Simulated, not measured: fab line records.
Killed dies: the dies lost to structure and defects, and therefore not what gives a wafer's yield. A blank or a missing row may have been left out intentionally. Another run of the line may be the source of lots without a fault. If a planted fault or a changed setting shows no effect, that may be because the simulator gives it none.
Comparing a struck lot with a sound one / flow gf180mcu / 33 steps out of a route of 602
Sound: the wafers L187.1, L187.4, L187.5. Wafers struck: L196.1, L196.4, L196.5. Last of all comes the cause.
Order at every step that has rows: each side's tool, ch and its chambers, its first start. Under that, the readings that differ: sound wafers / struck wafers / difference of the means / sigmas: that difference in standard deviations of wafers without a fault.
alike: a reading whose means differ by less than 2 such deviations, as well as words and numbers matching on both sides. not compared: withheld readings; readings where some wafer has no value; bounds like >300 that might hide an equal value; numbers whose values overlap and for which the record gives no deviation.
A row with sigmas, a row that says differs or no value, or rows on one side alone: a step with any of these is where the two part. Non-overlapping numbers with no deviation appear without sigmas and do not part them. A reading missing from all wafers of one side parts the sides only when that side holds two or more wafers.

GF_HV_LDD_TW_MEAS_23:
  sound: film-metro-04 at day 10 22:19; struck: film-metro-04 at day 13 21:15
  alike: HV_LDD_2_TW
then, 7 steps without rows for these wafers: GF_HV_LDD_DEHYDRATE_24 (time 60 s); GF_HV_LDD_HMDS_25 (prime time 60 s); GF_HV_LDD_COAT_26 (resist thk 1000 nm); GF_HV_LDD_SOFTBAKE_27 (time 60 s); GF_HV_LDD_EXPOSE_28 (exposes mask Nplus HV AREA, target cd 400 nm); GF_HV_LDD_PEB_29; GF_HV_LDD_DEVELOP_30 (develop time 60 s).
GF_HV_LDD_CD_MEAS_31: the cd target is 400 nm.
  sound: cd-sem-01 at day 11 16:33; struck: cd-sem-01 at day 14 17:12
  alike: cd-nm
GF_HV_LDD_OVL_MEAS_32:
  sound: overlay-02 at day 11 16:40; struck: overlay-02 at day 14 17:19
  alike: HV_LDD_02_OVL
then, 2 steps without rows for these wafers: GF_HV_LDD_IMPLANT_33; GF_HV_LDD_IMPLANT_34.
GF_HV_LDD_IMPLANT_35:
  sound on implanter-01 ch 0, day 11 17:01; struck on implanter-01 ch 0, day 14 17:40
reading=beam-on-s (s); sound=9.95 9.98 9.94; struck=7.96 7.83 7.59; difference=-2.16; sigmas=-11
reading=faraday-current-uA; sound=42.5 42.2 42.7; struck=53.0 54.1 55.7; difference=+11.8; sigmas=+15
following that, these wafers have no rows for 1 step: GF_HV_LDD_IMPLANT_36.
GF_HV_LDD_STRIP_37: strips in O2/N2.
  sound on plasma-asher-01 ch 0,1, day 11 17:19; struck on plasma-asher-03 ch 0,1, day 14 17:58
  alike: drypump-motor-current-A, heater-power-w, oes-product-au, strip-time-to-endpoint-s
  not compared: rf-hours-counter-h
GF_HV_LDD_TW_MEAS_38:
  sound: film-metro-02 at day 11 17:25; struck: film-metro-04 at day 14 18:04
reading=HV_LDD_3_TW; sound=1427 1414 1432; struck=1392 1389 1390; difference=-34; sigmas=-3
then, 7 steps without rows for these wafers: GF_HV_LDD_DEHYDRATE_39 (time 60 s); GF_HV_LDD_HMDS_40 (prime time 60 s); GF_HV_LDD_COAT_41 (resist thk 1000 nm); GF_HV_LDD_SOFTBAKE_42 (time 60 s); GF_HV_LDD_EXPOSE_43 (exposes mask Pplus HV AREA, target cd 400 nm); GF_HV_LDD_PEB_44; GF_HV_LDD_DEVELOP_45 (develop time 60 s).
GF_HV_LDD_CD_MEAS_46: the cd target is 400 nm.
  sound: cd-sem-01 at day 12 11:59; struck: cd-sem-01 at day 15 15:26
  alike: cd-nm
GF_HV_LDD_OVL_MEAS_47:
  sound: overlay-01 at day 12 12:06; struck: overlay-02 at day 15 15:33
  alike: HV_LDD_03_OVL
following that, these wafers have no rows for 1 step: GF_HV_LDD_IMPLANT_48.
GF_HV_LDD_STRIP_49: strips in O2/N2.
  sound on plasma-asher-04 ch 0, day 12 12:17; struck on plasma-asher-03 ch 0,1, day 15 15:44
reading=strip-time-to-endpoint-s (s); sound=12.60 12.60 12.60; struck=12.70 12.74 12.72; difference=+0.12; sigmas=+3
  alike: drypump-motor-current-A, heater-power-w, oes-product-au
  not compared: rf-hours-counter-h
GF_HV_LDD_TW_MEAS_50:
  sound: film-metro-01 at day 12 12:23; struck: film-metro-02 at day 15 15:50
  alike: HV_LDD_4_TW
then, 1 step without rows for these wafers: GF_HV_LDD_CLEAN_51 (cleans in SC1/SC2, time 150 s).
GF_HV_LDD_RTA_52: time 10 s.
  sound on rtp-anneal-01 ch 0, day 12 12:30; struck on rtp-anneal-02 ch 0, day 15 15:57
reading=lamp-power-pct (%); sound=32.2 32.2 32.2; struck=36.4 36.4 36.3; difference=+4.2; sigmas=+2
  alike: wafer_temp_C_max
GF_HV_LDD_RS_MEAS_53: measures by four-point-probe.
  sound: film-metro-02 at day 12 12:34; struck: film-metro-04 at day 15 16:01
reading=HV_LDD_RS (ohm/sq); sound=419.4 418.6 419.3; struck=423.7 424.2 423.0; difference=+4.5; sigmas=+5
then, 1 step without rows for these wafers: GF_HV_LDD_CVD_54 (deposits SiO2 from TEOS, target thk 10 nm, time 75 s).
-- here the record skips 16 days between the struck wafers' starts before and after, leaving off in module HV_LDD and picking up in module PASSIVATION (first step shown: number 602 of the route) --
GF_PASSIVATION_PROBE_99:
  the record has rows for the struck wafers here (prober-02, day 32 00:10) and none for the sound ones

== WHERE THEY PART ==
At GF_HV_LDD_IMPLANT_35 first; at GF_PASSIVATION_PROBE_99 last (within this record only).

WHY: what had been put in by the simulator
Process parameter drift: implanter-01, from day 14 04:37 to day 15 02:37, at GF_HV_LDD_IMPLANT_35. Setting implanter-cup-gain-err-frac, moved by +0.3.
